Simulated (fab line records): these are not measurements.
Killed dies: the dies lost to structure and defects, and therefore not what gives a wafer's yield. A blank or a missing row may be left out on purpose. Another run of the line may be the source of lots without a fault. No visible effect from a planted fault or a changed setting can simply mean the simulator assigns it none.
fab line records ; flow gf180mcu
record: lots: 5; wafers: 15; last-day: 33
route steps=602 shown CONTACT@296 M1@315
lots untouched by any fault: they come from a run of this same line in which no faults occurred
start-h: hours from the record's opening day to when the first of the lot's shown wafers began ; wait-h: hours from the lot's prior step to this one ; " same as the row above ; L1.1+2: several wafers, shown together as one row ; - either no value or no given start ; * or withheld: withheld ; < > ~ a bound
route shown NAME@n: a module of which the file shows steps, and the number in the route of the first ; usual: average and standard deviation across the fault-free wafers ; same: alike in all rows ; chamber/n: place in a boat ; sites: per-site readings ; _std_site: standard deviation across them ; _edge_site: mean of outer sites minus mean of inner sites ; radius-mm: how far each site lies from the wafer's centre ; mask NAME#n: copy n ; behind: the last tool/chamber to shape the wafer ; hold: cause of the lot's hold/its duration in hours/its outcome ; device: transistor that didn't switch, given as n, p or np ; end of line: the route-end tests of the same wafers ; a step given without rows: its recipe and nothing more ; killed: not the wafer's yield, but the dies lost to structure and defects at the first sort ; map: dies across one wafer; x = killed, . = not, _ = none there
set.NAME: the setting the step ran with; set.NAME@STEP: the setting that earlier step ran with ; model.NAME: the simulator's own value behind a step, which no gauge read
lots at some steps of the route; a table a step, a row a wafer
services: when a tool's chamber went out of use (start-h, in hours from the record's first day, below 0 if earlier), for how many hours, and the reason
== steps ==
step: GF_CONTACT_COAT_09
recipe: resist: KrF; spin-rpm: withheld; resist-thk-nm: 1000
usual: dispense-pressure-kPa: 45.6/3; exhaust-pa: 45.1/0.93; resist-line-temp-C: 22.99/0.1
lot.wafer;tool;chamber;start-h;wait-h;dispense-pressure-kPa;exhaust-pa;resist-line-temp-C
L075.1;litho-track-04;0;-;-;42.1;44.7;22.89
L075.3;litho-track-04;0;-;-;42.1;44.2;22.97
L075.4;litho-track-04;0;-;-;42.1;44.9;22.93
L077.1;litho-track-02;0;-;-;46.3;43.7;23.09
L077.3;litho-track-02;0;-;-;46.3;42.5;23.02
L077.4;litho-track-02;0;-;-;46.3;43.9;23.03
L078.3;litho-track-03;0;-;-;49.7;44.1;22.76
L078.4;litho-track-03;0;-;-;49.7;44.4;22.83
L078.6;litho-track-03;0;-;-;49.6;45.2;22.90
L090.1;litho-track-04;0;-;-;42.1;44.1;23.06
L090.3;litho-track-04;0;-;-;42.1;43.8;23.11
L090.4;litho-track-04;0;-;-;42.1;44.4;23.24
L093.3;litho-track-02;0;-;-;46.4;44.5;22.98
L093.4;litho-track-02;0;-;-;46.4;45.3;23.07
L093.6;litho-track-02;0;-;-;46.4;45.7;22.97
step: GF_CONTACT_SOFTBAKE_10
recipe: temp-c: 130; time-s: 60; resist: KrF
usual: exhaust-pa: 45.0/0.78; resist-line-temp-C: 23.03/0.1
lot.wafer;tool;chamber;start-h;wait-h;exhaust-pa;resist-line-temp-C
L075.1;litho-track-04;0;-;-;45.3;23.12
L075.3;litho-track-04;0;-;-;45.7;23.07
L075.4;litho-track-04;0;-;-;45.5;23.11
L077.1;litho-track-02;0;-;-;44.5;22.98
L077.3;litho-track-02;0;-;-;44.8;23.03
L077.4;litho-track-02;0;-;-;44.4;22.99
L078.3;litho-track-03;0;-;-;45.9;23.09
L078.4;litho-track-03;0;-;-;44.8;23.02
L078.6;litho-track-03;0;-;-;45.3;23.13
L090.1;litho-track-04;0;-;-;45.0;22.99
L090.3;litho-track-04;0;-;-;45.2;22.87
L090.4;litho-track-04;0;-;-;45.5;22.92
L093.3;litho-track-02;0;-;-;46.3;23.04
L093.4;litho-track-02;0;-;-;45.4;23.04
L093.6;litho-track-02;0;-;-;46.1;23.05
step: GF_CONTACT_EXPOSE_11
recipe: mask-id: Contact; target-cd-nm: 220; na: 0.68; source-shape: conventional; sigma-outer: 0.6; dose-mj: 38
lot.wafer;tool;chamber;start-h;wait-h;mask
L075.1+3+4;krf-scanner-02;0;-;-;Contact#0
L077.1+3+4;krf-scanner-02;0;-;-;Contact#0
L078.3+4+6;krf-scanner-02;0;-;-;Contact#0
L090.1+3+4;krf-scanner-02;0;-;-;Contact#0
L093.3+4+6;krf-scanner-01;0;-;-;Contact#0
step: GF_CONTACT_PEB_12
recipe: peb-temp-c: 135; peb-time-s: 90; resist: KrF
usual: exhaust-pa: 44.9/0.84; resist-line-temp-C: 22.98/0.12
lot.wafer;tool;chamber;start-h;wait-h;exhaust-pa;resist-line-temp-C
L075.1;litho-track-03;0;-;-;44.0;22.97
L075.3;litho-track-03;0;-;-;44.0;23.05
L075.4;litho-track-03;0;-;-;46.6;22.86
L077.1;litho-track-04;0;-;-;45.2;22.95
L077.3;litho-track-04;0;-;-;44.0;22.97
L077.4;litho-track-04;0;-;-;45.4;23.09
L078.3;litho-track-02;0;-;-;43.8;23.00
L078.4;litho-track-02;0;-;-;43.2;23.13
L078.6;litho-track-02;0;-;-;44.1;23.13
L090.1;litho-track-04;0;-;-;45.1;22.96
L090.3;litho-track-04;0;-;-;44.9;22.93
L090.4;litho-track-04;0;-;-;44.4;22.87
L093.3;litho-track-03;0;-;-;45.2;23.00
L093.4;litho-track-03;0;-;-;44.6;23.05
L093.6;litho-track-03;0;-;-;44.4;23.07
step: GF_CONTACT_DEVELOP_13
recipe: develop-time-s: 60; resist: KrF; dev-temp-c: 21
usual: exhaust-pa: 44.9/0.87; resist-line-temp-C: 22.97/0.11
lot.wafer;tool;chamber;start-h;wait-h;exhaust-pa;resist-line-temp-C
L075.1;litho-track-03;0;369.06;0.2;44.1;22.89
L075.3;litho-track-03;0;369.06;0.2;44.6;22.84
L075.4;litho-track-03;0;369.06;0.2;44.2;22.68
L077.1;litho-track-04;0;389.21;0.2;45.6;22.86
L077.3;litho-track-04;0;389.21;0.2;44.7;22.60
L077.4;litho-track-04;0;389.21;0.2;44.1;22.87
L078.3;litho-track-02;0;397.05;0.1;44.9;23.16
L078.4;litho-track-02;0;397.05;0.1;46.1;23.12
L078.6;litho-track-02;0;397.05;0.1;44.9;23.10
L090.1;litho-track-04;0;501.46;0.2;46.0;23.05
L090.3;litho-track-04;0;501.46;0.2;45.6;22.92
L090.4;litho-track-04;0;501.46;0.2;44.8;23.04
L093.3;litho-track-03;0;529.66;0.1;43.7;23.12
L093.4;litho-track-03;0;529.66;0.1;44.4;23.02
L093.6;litho-track-03;0;529.66;0.1;43.3;22.92
step: GF_CONTACT_CD_MEAS_14
recipe: target-cd-nm: 220
usual: cd-nm: 219.4/1.5
lot.wafer;tool;chamber;start-h;wait-h;cd-nm
L075.1;cd-sem-02;-;369.21;0.1;222.4
L075.3;cd-sem-02;-;369.21;0.1;221.1
L075.4;cd-sem-02;-;369.21;0.1;222.4
L077.1;cd-sem-01;-;389.36;0.1;217.7
L077.3;cd-sem-01;-;389.36;0.1;218.5
L077.4;cd-sem-01;-;389.36;0.1;217.2
L078.3;cd-sem-02;-;397.19;0.1;218.8
L078.4;cd-sem-02;-;397.19;0.1;217.8
L078.6;cd-sem-02;-;397.19;0.1;219.0
L090.1;cd-sem-01;-;501.61;0.1;219.4
L090.3;cd-sem-01;-;501.61;0.1;219.7
L090.4;cd-sem-01;-;501.61;0.1;220.0
L093.3;cd-sem-01;-;529.80;0.1;220.8
L093.4;cd-sem-01;-;529.80;0.1;220.3
L093.6;cd-sem-01;-;529.80;0.1;220.6
step: GF_CONTACT_OVL_MEAS_15
usual: CONTACT_OVL: 1/5.3
lot.wafer;tool;chamber;start-h;wait-h;CONTACT_OVL[nm]
L075.1;overlay-01;-;369.33;0.1;1
L075.3;overlay-01;-;369.33;0.1;9
L075.4;overlay-01;-;369.33;0.1;1
L077.1;overlay-01;-;389.48;0.1;1
L077.3;overlay-01;-;389.48;0.1;4
L077.4;overlay-01;-;389.48;0.1;5
L078.3;overlay-02;-;397.28;0.1;1
L078.4;overlay-02;-;397.28;0.1;1
L078.6;overlay-02;-;397.28;0.1;1
L090.1;overlay-02;-;501.73;0.1;-4
L090.3;overlay-02;-;501.73;0.1;0
L090.4;overlay-02;-;501.73;0.1;8
L093.3;overlay-02;-;529.89;0.1;6
L093.4;overlay-02;-;529.89;0.1;0
L093.6;overlay-02;-;529.89;0.1;5
step: GF_CONTACT_ETCH_16
recipe: chemistry: N2/H2; target-depth-a: withheld; overetch-a: withheld; time-s: withheld; target: BARC; ion-energy-ev: 200; source-w: 500; bias-w: 100; pressure-mtorr: 30; n2-flow-sccm: 100; h2-flow-sccm: 200
usual: drypump-motor-current-A: 5.7/0.35; oes-product-au: 0.854/0.0047; throttle-valve-pct: 13.225/0.0091
lot.wafer;tool;chamber;start-h;wait-h;drypump-motor-current-A;oes-product-au;throttle-valve-pct
L075.1;rie-diel-04;0;369.37;0.0;5.3;0.855;13.223
L075.3;rie-diel-04;2;369.37;0.0;5.6;0.865;13.205
L075.4;rie-diel-04;3;369.37;0.0;5.2;0.848;13.227
L077.1;rie-diel-04;2;389.52;0.0;5.6;0.852;13.217
L077.3;rie-diel-04;0;389.52;0.0;5.3;0.842;13.229
L077.4;rie-diel-04;3;389.52;0.0;5.2;0.858;13.204
L078.3;rie-diel-03;1;397.30;0.0;5.9;0.853;13.229
L078.4;rie-diel-03;2;397.30;0.0;5.7;0.854;13.225
L078.6;rie-diel-03;1;397.30;0.0;5.9;0.851;13.231
L090.1;rie-diel-03;1;501.77;0.0;5.9;0.849;13.217
L090.3;rie-diel-03;2;501.77;0.0;5.7;0.844;13.233
L090.4;rie-diel-03;0;501.77;0.0;5.7;0.862;13.223
L093.3;rie-diel-04;0;529.92;0.0;5.4;0.857;13.229
L093.4;rie-diel-04;2;529.92;0.0;5.6;0.852;13.218
L093.6;rie-diel-04;2;529.92;0.0;5.6;0.861;13.215
step: GF_CONTACT_ETCH_17
recipe: chemistry: C4F8/O2/Ar; mask-material: KrF; target: SiO2; stop-on: CoSi2; source-w: 1500; bias-w: 1200; pressure-mtorr: 40; c4f8-flow-sccm: withheld; O2_flow_sccm: 6; Ar_flow_sccm: 300; time-s: withheld; target-depth-a: 8600
usual: oes-product-au: 0.814/0.0051
lot.wafer;tool;chamber;start-h;wait-h;oes-product-au
L075.1;rie-diel-04;0;-;-;0.817
L075.3;rie-diel-04;2;-;-;0.818
L075.4;rie-diel-04;3;-;-;0.816
L077.1;rie-diel-04;2;-;-;0.808
L077.3;rie-diel-04;0;-;-;0.807
L077.4;rie-diel-04;3;-;-;0.811
L078.3;rie-diel-03;1;-;-;0.817
L078.4;rie-diel-03;2;-;-;0.815
L078.6;rie-diel-03;1;-;-;0.810
L090.1;rie-diel-03;1;-;-;0.823
L090.3;rie-diel-03;2;-;-;0.816
L090.4;rie-diel-03;0;-;-;0.820
L093.3;rie-diel-04;0;-;-;0.811
L093.4;rie-diel-04;2;-;-;0.820
L093.6;rie-diel-04;2;-;-;0.811
step: GF_CONTACT_STRIP_18
recipe: chemistry: O2/N2; power-w: 1400; pressure-mtorr: 1500; platen-temp-c: 250; o2-flow-sccm: 3000; n2-flow-sccm: 300; overash-fraction: 0.5
usual: drypump-motor-current-A: 5.6/0.45; heater-power-w: 315/33; oes-product-au: 0.580/0.0049
lot.wafer;tool;chamber;start-h;wait-h;drypump-motor-current-A;heater-power-w;oes-product-au;rf-hours-counter-h
L075.1;plasma-asher-03;0;369.53;-;4.9;340;0.587;71
L075.3;plasma-asher-03;1;369.53;-;5.4;323;0.581;-
L075.4;plasma-asher-03;0;369.53;-;4.9;350;0.587;-
L077.1;plasma-asher-04;0;389.68;-;5.2;366;0.583;61
L077.3;plasma-asher-04;0;389.68;-;5.2;380;0.577;-
L077.4;plasma-asher-04;1;389.68;-;5.8;295;0.575;-
L078.3;plasma-asher-03;1;397.50;-;5.4;320;0.575;-
L078.4;plasma-asher-03;0;397.50;-;4.9;338;0.577;-
L078.6;plasma-asher-03;0;397.50;-;4.9;339;0.580;-
L090.1;plasma-asher-04;1;501.93;-;5.8;290;0.574;73
L090.3;plasma-asher-04;1;501.93;-;5.8;290;0.581;-
L090.4;plasma-asher-04;0;501.93;-;5.2;373;0.580;-
L093.3;plasma-asher-03;1;530.11;-;5.4;314;0.577;-
L093.4;plasma-asher-03;0;530.11;-;4.9;343;0.585;-
L093.6;plasma-asher-03;0;530.11;-;4.9;326;0.585;-
step: GF_CONTACT_CLEAN_19
recipe: chemistry: SPM
lot.wafer;tool;chamber;start-h;wait-h
L075.1+3+4;wet-bench-02;0;369.63;0.1
L077.1+3+4;wet-bench-01;3;389.78;0.1
L078.3+4+6;wet-bench-02;2;397.57;0.0
L090.1+3+4;wet-bench-01;0;502.03;0.1
L093.3+4+6;wet-bench-02;1;530.18;0.0
step: GF_CONTACT_CLEAN_20
recipe: chemistry: DIW
lot.wafer;tool;chamber;start-h;wait-h
L075.1+3+4;wet-bench-03;0;369.72;0.0
L077.1+3+4;wet-bench-01;0;389.97;0.0
L078.3+4+6;wet-bench-03;0;397.75;0.0
L090.1+3+4;wet-bench-02;3;502.12;0.0
L093.3+4+6;wet-bench-03;3;530.27;0.0
step: GF_CONTACT_CLEAN_21
recipe: chemistry: dHF; time-s: 20; dilution: 100:1; dry: ipa-marangoni
lot.wafer;tool;chamber;start-h;wait-h
L075.1+3+4;wet-bench-01;2;369.82;0.0
L077.1+3+4;wet-bench-01;0;390.15;0.0
L078.3+4+6;wet-bench-01;3;397.85;0.0
L090.1+3+4;wet-bench-03;3;502.22;0.0
L093.3+4+6;wet-bench-01;0;530.36;0.0
step: GF_CONTACT_SPUTTER_22
recipe: material: Ti; target-thk-nm: 15; chamber-pressure-pa: 5; power-w: 2500; substrate-temp-c: 200; time-s: 80.02
usual: throttle-valve-pct: 29.7/1.1
lot.wafer;tool;chamber;start-h;wait-h;throttle-valve-pct
L075.1;pvd-sputter-04;-;369.83;0.0;30.1
L075.3;pvd-sputter-04;-;369.83;0.0;30.7
L075.4;pvd-sputter-04;-;369.83;0.0;30.6
L077.1;pvd-sputter-04;-;390.18;0.0;30.6
L077.3;pvd-sputter-04;-;390.18;0.0;30.2
L077.4;pvd-sputter-04;-;390.18;0.0;29.7
L078.3;pvd-sputter-02;-;397.88;0.0;28.6
L078.4;pvd-sputter-02;-;397.88;0.0;29.2
L078.6;pvd-sputter-02;-;397.88;0.0;28.8
L090.1;pvd-sputter-04;-;502.24;0.0;30.0
L090.3;pvd-sputter-04;-;502.24;0.0;30.3
L090.4;pvd-sputter-04;-;502.24;0.0;29.7
L093.3;pvd-sputter-02;-;530.38;0.0;30.9
L093.4;pvd-sputter-02;-;530.38;0.0;29.2
L093.6;pvd-sputter-02;-;530.38;0.0;27.6
step: GF_CONTACT_SPUTTER_23
recipe: material: TiN; target-thk-nm: 10; chamber-pressure-pa: 5; power-w: 4000; time-s: 40
usual: throttle-valve-pct: 29.6/1.1
lot.wafer;tool;chamber;start-h;wait-h;throttle-valve-pct
L075.1;pvd-sputter-04;-;369.89;0.0;30.2
L075.3;pvd-sputter-04;-;369.89;0.0;30.8
L075.4;pvd-sputter-04;-;369.89;0.0;30.3
L077.1;pvd-sputter-04;-;390.24;0.0;30.7
L077.3;pvd-sputter-04;-;390.24;0.0;29.9
L077.4;pvd-sputter-04;-;390.24;0.0;29.9
L078.3;pvd-sputter-02;-;397.94;0.0;28.7
L078.4;pvd-sputter-02;-;397.94;0.0;29.2
L078.6;pvd-sputter-02;-;397.94;0.0;28.4
L090.1;pvd-sputter-04;-;502.30;0.0;30.1
L090.3;pvd-sputter-04;-;502.30;0.0;30.2
L090.4;pvd-sputter-04;-;502.30;0.0;29.6
L093.3;pvd-sputter-02;-;530.44;0.0;30.2
L093.4;pvd-sputter-02;-;530.44;0.0;29.4
L093.6;pvd-sputter-02;-;530.44;0.0;27.4
step: GF_CONTACT_CVD_24
recipe: material: W; target-thk-nm: 300; time-s: 90.339; temp-c: 400; pressure-torr: 40
usual: chamber-pressure-Torr: 40.01/0.087; heater-power-outer-w: 494/59; heater-power-w: 790/51
lot.wafer;tool;chamber;start-h;wait-h;chamber-pressure-Torr;heater-power-outer-w;heater-power-w
L075.1;cvd-w-01;0;369.93;0.0;39.86;520;788
L075.3;cvd-w-01;0;369.93;0.0;40.03;510;824
L075.4;cvd-w-01;0;369.93;0.0;40.01;505;804
L077.1;cvd-w-02;0;390.28;0.0;40.13;567;826
L077.3;cvd-w-02;1;390.28;0.0;40.04;404;723
L077.4;cvd-w-02;0;390.28;0.0;39.90;562;826
L078.3;cvd-w-02;1;398.01;0.1;39.96;412;705
L078.4;cvd-w-02;0;398.01;0.1;40.03;556;806
L078.6;cvd-w-02;0;398.01;0.1;40.09;570;830
L090.1;cvd-w-01;0;502.34;0.0;39.79;497;801
L090.3;cvd-w-01;0;502.34;0.0;39.76;480;754
L090.4;cvd-w-01;1;502.34;0.0;40.04;492;845
L093.3;cvd-w-01;1;530.51;0.1;39.92;509;831
L093.4;cvd-w-01;0;530.51;0.1;39.96;499;808
L093.6;cvd-w-01;1;530.51;0.1;40.03;514;834
step: GF_CONTACT_RS_MEAS_25
recipe: thk-meas-gauge: four-point-probe; reads: W_of_CONTACT_CVD_24+TiN_of_CONTACT_SPUTTER_23+Ti_of_CONTACT_SPUTTER_22
usual: CONTACT_W_RS: 0.379/0.0077
lot.wafer;tool;chamber;start-h;wait-h;CONTACT_W_RS[ohm/sq]
L075.1;film-metro-04;-;370.13;0.2;0.365
L075.3;film-metro-04;-;370.13;0.2;0.369
L075.4;film-metro-04;-;370.13;0.2;0.370
L077.1;film-metro-03;-;390.38;0.1;0.388
L077.3;film-metro-03;-;390.38;0.1;0.383
L077.4;film-metro-03;-;390.38;0.1;0.386
L078.3;film-metro-02;-;398.12;0.1;0.387
L078.4;film-metro-02;-;398.12;0.1;0.383
L078.6;film-metro-02;-;398.12;0.1;0.386
L090.1;film-metro-02;-;502.44;0.1;0.366
L090.3;film-metro-02;-;502.44;0.1;0.369
L090.4;film-metro-02;-;502.44;0.1;0.380
L093.3;film-metro-03;-;530.62;0.1;0.386
L093.4;film-metro-03;-;530.62;0.1;0.369
L093.6;film-metro-03;-;530.62;0.1;0.378
step: GF_CONTACT_THK_MEAS_26
recipe: thk-meas-gauge: xrf; reads: W_of_CONTACT_CVD_24
usual: CONTACT_W_THK: 302/6.4
lot.wafer;tool;chamber;start-h;wait-h;CONTACT_W_THK[nm]
L075.1;film-metro-04;-;370.25;0.1;314
L075.3;film-metro-04;-;370.25;0.1;311
L075.4;film-metro-04;-;370.25;0.1;311
L077.1;film-metro-03;-;390.50;0.1;295
L077.3;film-metro-03;-;390.50;0.1;300
L077.4;film-metro-03;-;390.50;0.1;297
L078.3;film-metro-02;-;398.22;0.1;292
L078.4;film-metro-02;-;398.22;0.1;294
L078.6;film-metro-02;-;398.22;0.1;294
L090.1;film-metro-02;-;502.56;0.1;309
L090.3;film-metro-02;-;502.56;0.1;308
L090.4;film-metro-02;-;502.56;0.1;296
L093.3;film-metro-03;-;530.72;0.1;302
L093.4;film-metro-03;-;530.72;0.1;312
L093.6;film-metro-03;-;530.72;0.1;305
step: GF_CONTACT_CMP_27
recipe: stop-on: SiO2; down-force-psi: 3.5; platen-rpm: 60; t-overpolish-s: 15; target-thk-nm: 0; pad-velocity-m-s: 0.94248
usual: motor-current-A: 11.0/1.2; overpolish-run-s: 15.001/0.0084; time-to-endpoint-s: 73/3.5
same: t-overpolish-s: 15
lot.wafer;tool;chamber;start-h;wait-h;motor-current-A;overpolish-run-s;time-to-endpoint-s
L075.1;cmp-02;0;370.69;0.4;10.2;15.023;75
L075.4;cmp-02;1;370.69;0.4;10.7;15.002;73
L075.3;cmp-02;2;370.69;0.4;10.1;15.004;72
L077.3;cmp-01;0;390.76;0.2;9.7;15.000;79
L077.4;cmp-01;2;390.76;0.2;10.0;14.996;78
L077.1;cmp-01;3;390.76;0.2;11.8;15.004;79
L078.4;cmp-01;1;398.41;0.2;13.6;15.001;74
L078.3;cmp-01;2;398.41;0.2;10.2;15.003;74
L078.6;cmp-01;1;398.41;0.2;12.7;14.994;78
L090.3;cmp-02;2;502.67;0.1;9.7;15.005;69
L090.1;cmp-02;3;502.67;0.1;11.0;14.987;77
L090.4;cmp-02;0;502.67;0.1;11.3;14.995;70
L093.3;cmp-01;3;532.66;1.9;12.1;15.013;78
L093.4;cmp-01;2;532.66;1.9;10.1;15.011;78
L093.6;cmp-01;3;532.66;1.9;12.0;15.009;77
step: GF_M1_SPUTTER_00
recipe: material: Ti; target-thk-nm: 37.5; arriving-ion-energy-ev: 80; substrate-temp-c: 200; chamber-pressure-pa: 2; power-w: 4000; time-s: 150
usual: throttle-valve-pct: 29.5/0.98
lot.wafer;tool;chamber;start-h;wait-h;throttle-valve-pct
L075.1;pvd-sputter-03;-;370.94;0.2;29.2
L075.3;pvd-sputter-03;-;370.94;0.2;30.2
L075.4;pvd-sputter-03;-;370.94;0.2;29.0
L077.1;pvd-sputter-03;-;391.06;0.1;29.1
L077.3;pvd-sputter-03;-;391.06;0.1;29.3
L077.4;pvd-sputter-03;-;391.06;0.1;30.1
L078.3;pvd-sputter-01;-;398.66;0.1;28.6
L078.4;pvd-sputter-01;-;398.66;0.1;31.1
L078.6;pvd-sputter-01;-;398.66;0.1;31.3
L090.1;pvd-sputter-02;-;502.92;0.1;28.6
L090.3;pvd-sputter-02;-;502.92;0.1;31.0
L090.4;pvd-sputter-02;-;502.92;0.1;29.2
L093.3;pvd-sputter-03;-;532.96;0.2;29.9
L093.4;pvd-sputter-03;-;532.96;0.2;30.2
L093.6;pvd-sputter-03;-;532.96;0.2;29.8
== services ==
tool;chamber;start-h;hours;kind
rie-diel-03;0;355.50;60.1;repair
cmp-01;-;355.97;7.7;repair
pvd-sputter-02;-;356.47;5.4;repair
rie-diel-03;-;358.08;2.8;pm
krf-scanner-02;-;358.77;1.3;pm
pvd-sputter-04;-;360.43;8.0;repair
cvd-w-01;1;362.07;8.1;repair
cmp-01;-;364.53;9.8;pm
pvd-sputter-02;-;377.59;3.9;repair
cvd-w-01;0;382.80;4.6;repair
rie-diel-03;1;386.69;10.5;repair
krf-scanner-02;-;388.24;1.0;pm
wet-bench-03;-;389.80;1.5;repair
pvd-sputter-02;-;403.85;1.4;repair
rie-diel-04;0;409.52;3.4;repair
pvd-sputter-04;-;414.86;3.9;repair
rie-diel-03;1;458.92;17.4;repair
rie-diel-04;0;471.38;7.7;repair
wet-bench-02;-;486.38;6.5;repair
rie-diel-03;2;487.37;10.9;repair
krf-scanner-02;-;490.82;0.8;pm
pvd-sputter-02;-;496.57;5.7;repair
rie-diel-03;0;506.57;23.4;repair
wet-bench-03;-;513.02;2.1;repair
== key ==
fault none
